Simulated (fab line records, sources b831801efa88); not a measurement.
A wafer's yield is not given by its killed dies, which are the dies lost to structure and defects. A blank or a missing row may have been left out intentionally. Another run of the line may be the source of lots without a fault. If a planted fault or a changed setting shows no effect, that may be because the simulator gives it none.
Split-lot trial || flow sfq_line || route with 325 steps; 5 lots, 23 wafers read

ON THE SPLIT
At SFQ_TRILAYER_M2_LITHO_PEB_060 (peb time 60 s), the setting peb_time_s was moved away from the recipe's 60 s on 8 of the 23 wafers read, by -12.1% to +12.3%. For the rest of the wafers, this setting stayed at what the recipe calls for.

FROM THE SPLIT TO THE READING: what the file shows between them, 2 steps
- SFQ_TRILAYER_M2_LITHO_DEVELOP_059: time 60 s
- SFQ_TRILAYER_M2_BARC_OPEN_METAL_ETCH_077: etches BARC in O2, target depth 125 nm, time 41.7 s

THE READING
M2.cd_nm (the simulator's own value, which no gauge read), in nm, at SFQ_TRILAYER_M2_ETCH_METAL_ETCH_060 (etches Nb in Cl2/Ar, stops on SiO2, target depth 240 nm, time 118.4 s). The file does not state a usual value for it. Average 500.0 nm, standard deviation 1.6 nm, over the 15 wafers here run with the recipe.

{"wafer": "L075.3", "tool, chamber at the split": "litho_track-04, 0", "peb_time_s as run, s": 60, "against the recipe": "recipe", "M2.cd_nm, nm": 499.5, "against lot-mates on the recipe": "-"}
{"wafer": "L075.4", "tool, chamber at the split": "litho_track-04, 0", "peb_time_s as run, s": 60, "against the recipe": "recipe", "M2.cd_nm, nm": 499, "against lot-mates on the recipe": "-"}
{"wafer": "L075.5", "tool, chamber at the split": "litho_track-04, 0", "peb_time_s as run, s": 60, "against the recipe": "recipe", "M2.cd_nm, nm": 498.5, "against lot-mates on the recipe": "-"}
{"wafer": "L079.1", "tool, chamber at the split": "litho_track-04, 0", "peb_time_s as run, s": 60, "against the recipe": "recipe", "M2.cd_nm, nm": 499.4, "against lot-mates on the recipe": "-"}
{"wafer": "L079.2", "tool, chamber at the split": "litho_track-04, 0", "peb_time_s as run, s": 53.61, "against the recipe": "-10.7%", "M2.cd_nm, nm": 514.1, "against lot-mates on the recipe": "+14.4"}
{"wafer": "L079.4", "tool, chamber at the split": "litho_track-04, 0", "peb_time_s as run, s": 60, "against the recipe": "recipe", "M2.cd_nm, nm": 499.3, "against lot-mates on the recipe": "-"}
{"wafer": "L079.5", "tool, chamber at the split": "litho_track-04, 0", "peb_time_s as run, s": 53.61, "against the recipe": "-10.7%", "M2.cd_nm, nm": 515.3, "against lot-mates on the recipe": "+15.6"}
{"wafer": "L079.6", "tool, chamber at the split": "litho_track-04, 0", "peb_time_s as run, s": 60, "against the recipe": "recipe", "M2.cd_nm, nm": 500.4, "against lot-mates on the recipe": "-"}
{"wafer": "L080.1", "tool, chamber at the split": "litho_track-04, 0", "peb_time_s as run, s": 60, "against the recipe": "recipe", "M2.cd_nm, nm": 500.6, "against lot-mates on the recipe": "-"}
{"wafer": "L080.2", "tool, chamber at the split": "litho_track-04, 0", "peb_time_s as run, s": 60, "against the recipe": "recipe", "M2.cd_nm, nm": 503.3, "against lot-mates on the recipe": "-"}
{"wafer": "L080.3", "tool, chamber at the split": "litho_track-04, 0", "peb_time_s as run, s": 66.41, "against the recipe": "+10.7%", "M2.cd_nm, nm": 490.8, "against lot-mates on the recipe": -11.5}
{"wafer": "L080.4", "tool, chamber at the split": "litho_track-04, 0", "peb_time_s as run, s": 66.41, "against the recipe": "+10.7%", "M2.cd_nm, nm": 487.7, "against lot-mates on the recipe": -14.6}
{"wafer": "L080.5", "tool, chamber at the split": "litho_track-04, 0", "peb_time_s as run, s": 60, "against the recipe": "recipe", "M2.cd_nm, nm": 502.9, "against lot-mates on the recipe": "-"}
{"wafer": "L081.1", "tool, chamber at the split": "litho_track-04, 0", "peb_time_s as run, s": 60, "against the recipe": "recipe", "M2.cd_nm, nm": 499.9, "against lot-mates on the recipe": "-"}
{"wafer": "L081.2", "tool, chamber at the split": "litho_track-04, 0", "peb_time_s as run, s": 52.76, "against the recipe": "-12.1%", "M2.cd_nm, nm": 516.3, "against lot-mates on the recipe": "+16.2"}
{"wafer": "L081.3", "tool, chamber at the split": "litho_track-04, 0", "peb_time_s as run, s": 60, "against the recipe": "recipe", "M2.cd_nm, nm": 500, "against lot-mates on the recipe": "-"}
{"wafer": "L081.5", "tool, chamber at the split": "litho_track-04, 0", "peb_time_s as run, s": 60, "against the recipe": "recipe", "M2.cd_nm, nm": 500.5, "against lot-mates on the recipe": "-"}
{"wafer": "L081.6", "tool, chamber at the split": "litho_track-04, 0", "peb_time_s as run, s": 52.76, "against the recipe": "-12.1%", "M2.cd_nm, nm": 517.8, "against lot-mates on the recipe": "+17.7"}
{"wafer": "L083.2", "tool, chamber at the split": "litho_track-03, 0", "peb_time_s as run, s": 67.37, "against the recipe": "+12.3%", "M2.cd_nm, nm": 481.7, "against lot-mates on the recipe": -17.2}
{"wafer": "L083.3", "tool, chamber at the split": "litho_track-03, 0", "peb_time_s as run, s": 67.37, "against the recipe": "+12.3%", "M2.cd_nm, nm": 484.3, "against lot-mates on the recipe": -14.6}
{"wafer": "L083.4", "tool, chamber at the split": "litho_track-03, 0", "peb_time_s as run, s": 60, "against the recipe": "recipe", "M2.cd_nm, nm": 497.4, "against lot-mates on the recipe": "-"}
{"wafer": "L083.5", "tool, chamber at the split": "litho_track-03, 0", "peb_time_s as run, s": 60, "against the recipe": "recipe", "M2.cd_nm, nm": 501.5, "against lot-mates on the recipe": "-"}
{"wafer": "L083.6", "tool, chamber at the split": "litho_track-03, 0", "peb_time_s as run, s": 60, "against the recipe": "recipe", "M2.cd_nm, nm": 497.8, "against lot-mates on the recipe": "-"}

THE FIT
A straight line over all 23 wafers: M2.cd_nm changes by -1.31 nm for each +1% of peb_time_s; r = -0.98; the points scatter about the line by 1.9 nm.
The same after taking each lot's own level away (the mean of its wafers on the recipe; 23 wafers): -1.33 nm for each +1%; r = -0.99; scatter 1.2 nm.
That fit puts the effect of the largest move of peb_time_s on the reading at 16 nm.
The lots' own levels span 498.90 to 502.27 nm, that is 2.1 times the standard deviation above.
Consequently the slope shifts little with the lot-to-lot level, the two slopes agreeing.
Check: -15.8 nm against its lot-mates is what the line predicts for one of the wafers moved furthest among these (+12.3%) when that wafer is left out of the fit. Against them it came out at -17.2 nm.

FURTHER SPLITS ON THESE WAFERS
Before the reading, these wafers also passed through other splits. Each is held against what the fit with the lots' levels taken away leaves over:
{"other split on the same wafers": "SFQ_TRILAYER_L0_LITHO_COAT_010 spin_rpm", "wafers away from the commonest value": 7, "r with M2.cd_nm (lot level and that fit taken away)": -0.10}
{"other split on the same wafers": "SFQ_TRILAYER_L0_VIA_LITHO_COAT_013 spin_rpm", "wafers away from the commonest value": 10, "r with M2.cd_nm (lot level and that fit taken away)": "+0.05"}
{"other split on the same wafers": "SFQ_TRILAYER_M0_LITHO_PEB_024 peb_temp_c", "wafers away from the commonest value": 4, "r with M2.cd_nm (lot level and that fit taken away)": -0.36}
{"other split on the same wafers": "SFQ_TRILAYER_M0_BARC_OPEN_METAL_ETCH_031 bias_w", "wafers away from the commonest value": 5, "r with M2.cd_nm (lot level and that fit taken away)": "+0.36"}
{"other split on the same wafers": "SFQ_TRILAYER_I0_CMP_CMP_028 leave_above_ref_nm", "wafers away from the commonest value": 6, "r with M2.cd_nm (lot level and that fit taken away)": -0.18}
{"other split on the same wafers": "SFQ_TRILAYER_I0_VIA_ETCH_VIA_ETCH_034 source_w", "wafers away from the commonest value": 9, "r with M2.cd_nm (lot level and that fit taken away)": "+0.13"}
{"other split on the same wafers": "SFQ_TRILAYER_M1_LITHO_PEB_042 peb_temp_c", "wafers away from the commonest value": 7, "r with M2.cd_nm (lot level and that fit taken away)": -0.31}
{"other split on the same wafers": "SFQ_TRILAYER_I1_VIA_LITHO_COAT_049 spin_rpm", "wafers away from the commonest value": 10, "r with M2.cd_nm (lot level and that fit taken away)": "+0.11"}
{"other split on the same wafers": "SFQ_TRILAYER_I1_VIA_LITHO_EXPOSE_050 dose_mj", "wafers away from the commonest value": 12, "r with M2.cd_nm (lot level and that fit taken away)": "+0.32"}
{"other split on the same wafers": "SFQ_TRILAYER_M2_DEP_SPUTTER_055 power_w", "wafers away from the commonest value": 8, "r with M2.cd_nm (lot level and that fit taken away)": "+0.14"}

THE WHOLE CHAIN: every reading that the file lists as answering this split, in the file's order
{"step": "SFQ_TRILAYER_M2_BARC_OPEN_METAL_ETCH_077", "what it does": "etches BARC in O2, target depth 125 nm, time 41.7 s", "reading": "M2.cd_nm (the simulator's own value, which no gauge read)", "change (the file's fit)": "-1.4 nm for each +1% of the setting", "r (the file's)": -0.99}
{"step": "SFQ_TRILAYER_M2_ETCH_METAL_ETCH_060", "what it does": "etches Nb in Cl2/Ar, stops on SiO2, target depth 240 nm, time 118.4 s", "reading": "M2.cd_nm (the simulator's own value, which no gauge read)", "change (the file's fit)": "-1.33 nm for each +1% of the setting", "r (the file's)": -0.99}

THE FILE'S OWN FIT
M2.cd_nm changes by -1.33 nm for each +1% of peb_time_s, r = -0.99.
